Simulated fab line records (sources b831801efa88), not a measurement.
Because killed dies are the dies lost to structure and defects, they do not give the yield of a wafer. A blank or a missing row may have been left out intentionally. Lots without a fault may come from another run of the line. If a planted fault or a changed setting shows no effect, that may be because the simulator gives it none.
Which tool was responsible?    flow gf180mcu    42 wafers from 14 lots sampled at 5 of the route's 602 steps

## WHAT EACH GAUGE READ, for each wafer
GF_STI_THK_MEAS_04. Usual: STI_CVD_03_THK typically reads 207.7 nm, with standard deviation 1.8.
lot   measured     on             STI_CVD_03_THK (nm)  flag
L991  day 1 18:34  film metro-02  203.5 205.2 203.7    
L992  day 1 23:56  film metro-04  208.8 210.0 209.3    
L994  day 2 09:34  film metro-02  208.5 207.7 207.7    
L995  day 2 14:34  film metro-02  207.0 206.8 206.6    
L997  day 3 00:34  film metro-02  206.8 205.3 204.8    
L998  day 3 06:33  film metro-01  205.3 207.0 205.4    
L999  day 3 11:29  film metro-02  206.8 207.9 207.7    
L100  day 3 15:34  film metro-02  210.9 210.9 210.7    
L106  day 4 22:20  film metro-04  208.7 209.1 210.0    
L107  day 5 03:05  film metro-04  210.1 210.8 208.9    
L108  day 5 07:50  film metro-01  209.2 209.8 209.8    
L109  day 5 12:35  film metro-04  207.2 207.4 207.4    
L110  day 5 17:34  film metro-04  207.8 209.7 208.7    
L113  day 6 08:56  film metro-04  205.2 209.1 206.9    

GF_STI_THK_MEAS_22. Usual: STI_OXIDATION_01_THK typically reads 14.92 nm, with standard deviation 0.26.
lot   measured     on             STI_OXIDATION_01_THK (nm)  flag
L991  day 2 09:23  film metro-04  14.90 15.00 15.19          
L992  day 2 13:43  film metro-02  15.14 15.14 15.19          
L994  day 2 23:32  film metro-02  15.40 15.13 15.37          
L995  day 3 04:59  film metro-01  14.98 14.86 14.71          
L997  day 3 15:22  film metro-02  15.14 15.12 15.33          
L998  day 3 21:19  film metro-01  15.20 14.97 15.29          
L999  day 4 02:09  film metro-01  14.79 15.16 15.10          
L100  day 4 06:05  film metro-01  15.29 15.05 15.30          
L106  day 5 14:23  film metro-01  14.81 14.78 14.91          
L107  day 5 19:04  film metro-02  15.28 15.39 15.14          
L108  day 6 00:28  film metro-02  14.77 14.83 14.74          
L109  day 6 05:31  film metro-01  14.58 14.61 14.51          
L110  day 6 09:55  film metro-04  14.77 14.96 14.81          
L113  day 7 01:58  film metro-02  14.90 14.66 14.57          

GF_VT_IMPLANT_RS_MEAS_46: measurement is done with a four-point probe. Usual: MVSD_RS typically reads 457.0 ohm/sq, with standard deviation 1.2.
lot   measured      on             MVSD_RS (ohm/sq)   flag
L991  day 7 19:49   film metro-03  458.7 458.5 458.8  
L992  day 8 01:38   film metro-01  457.7 456.5 457.1  
L994  day 8 15:59   film metro-04  457.2 456.2 457.0  
L995  day 8 22:43   film metro-01  456.3 455.8 455.9  
L997  day 9 13:29   film metro-03  458.0 459.1 458.6  
L998  day 9 18:27   film metro-03  457.0 457.0 456.6  
L999  day 10 01:43  film metro-03  459.3 458.6 457.7  
L100  day 10 09:07  film metro-04  456.4 456.0 456.1  
L106  day 12 01:19  film metro-03  441.8 443.0 444.1  OFF
L107  day 12 08:47  film metro-01  444.2 444.8 443.7  OFF
L108  day 12 14:35  film metro-04  443.6 442.7 444.0  OFF
L109  day 12 22:40  film metro-04  455.7 454.7 453.9  
L110  day 13 06:46  film metro-01  457.3 456.5 457.1  
L113  day 14 01:11  film metro-04  457.4 457.1 456.1  

GF_POLY_GATE_THK_MEAS_01. Usual: POLY_GATE_CVD_00_THK typically reads 200.2 nm, with standard deviation 1.8.
lot   measured      on             POLY_GATE_CVD_00_THK (nm)  flag
L991  day 8 17:55   film metro-02  197.4 200.1 199.7          
L992  day 8 23:12   film metro-02  198.8 197.6 197.6          
L994  day 9 15:08   film metro-02  199.4 201.3 199.5          
L995  day 9 22:28   film metro-03  197.5 197.3 197.9          
L997  day 10 13:34  film metro-03  199.0 198.6 199.6          
L998  day 10 18:25  film metro-04  199.6 199.8 199.6          
L999  day 11 02:12  film metro-02  202.1 202.5 203.2          
L100  day 11 12:53  film metro-03  198.7 198.3 197.2          
L106  day 13 03:01  film metro-02  198.4 198.1 196.6          
L107  day 13 08:47  film metro-02  200.6 201.0 198.0          
L108  day 13 15:52  film metro-04  195.9 200.7 197.4          
L109  day 14 01:02  film metro-03  198.9 199.2 199.3          
L110  day 14 09:01  film metro-02  200.5 200.0 200.8          
L113  day 15 03:32  film metro-04  201.4 200.7 201.9          

## TOOL THAT RAN EACH LOT (tool first, then ch and the chambers of the sampled wafers, then the start)
lot   GF_MVSD_IMPLANT_08
L991  implanter-01 ch 0, day 4 15:37
L992  implanter-04 ch 0, day 4 21:17
L994  implanter-01 ch 0, day 5 09:47
L995  implanter-01 ch 0, day 5 14:58
L997  implanter-01 ch 0, day 6 03:47
L998  implanter-01 ch 0, day 6 09:46
L999  implanter-01 ch 0, day 6 12:52
L100  implanter-04 ch 0, day 6 20:14
L106  implanter-01 ch 0, day 8 06:57
L107  implanter-01 ch 0, day 8 13:07
L108  implanter-01 ch 0, day 8 19:17
L109  implanter-04 ch 0, day 9 00:42
L110  implanter-04 ch 0, day 9 07:44
L113  implanter-03 ch 0, day 10 01:23
- GF_MVSD_IMPLANT_08

## AS READ BY THE TOOLS THEMSELVES (means over the sampled wafers that have a number; for cases with no such wafer, the mark the record gives instead)
GF_MVSD_IMPLANT_08. Usual: beam energy keV 400.02, standard deviation 0.12.
lot   tool          beam energy keV  flag
L991  implanter-01  400.03           
L992  implanter-04  400.05           
L994  implanter-01  400.05           
L995  implanter-01  400.01           
L997  implanter-01  400.08           
L998  implanter-01  399.85           
L999  implanter-01  400.08           
L100  implanter-04  400.03           
L106  implanter-01  467.90           OFF
L107  implanter-01  467.79           OFF
L108  implanter-01  468.07           OFF
L109  implanter-04  400.03           
L110  implanter-04  399.95           
L113  implanter-03  399.95           

## THE ANSWER, worked out from the rows above alone
Rule: a lot counts as off when the mean over its wafers that have a number is more than 3 standard deviations away from the usual mean. Also off: a lot with no number at a reading for which 4 or more lots have one. Where the step has rows for the other lots, those lots are counted as sound. The gauges are gone through in route order, then the tools' own readings, and for those a lot's mean is taken as printed above. The first step at which some lot is off is used, and at that step the reading that is off furthest; a lot without a number counts as furthest.
Off: L106, L107, L108, at GF_VT_IMPLANT_RS_MEAS_46 (MVSD_RS).
If a tool, at a process step before that reading, ran all the lots that are off and no sound lot after the first of them, it fits. The gauges at GF_VT_IMPLANT_RS_MEAS_46 aren't tried: what is off there is off at GF_MVSD_IMPLANT_08 too, on other tools, and a gauge's error can't cause that. One fits: implanter-01 at GF_MVSD_IMPLANT_08. A fault onset in the window from L999 (day 6 12:52, its last sound lot) to L106 (day 8 06:57, its first lot off) fits.
On the lots that are off, the tool's own readings at GF_MVSD_IMPLANT_08 differ by more than 5 times the standard deviation of the sound lots' means, which bears it out; beam energy keV reads 467.92 there versus 400.01 on the sound lots.

## WHAT WAS PUT IN BY THE SIMULATOR
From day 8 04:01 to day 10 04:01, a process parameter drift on implanter-01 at GF_MVSD_IMPLANT_08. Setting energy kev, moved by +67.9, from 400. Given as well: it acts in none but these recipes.
Struck lots among those shown: L106, L107, L108. The rule above reached the same finding.
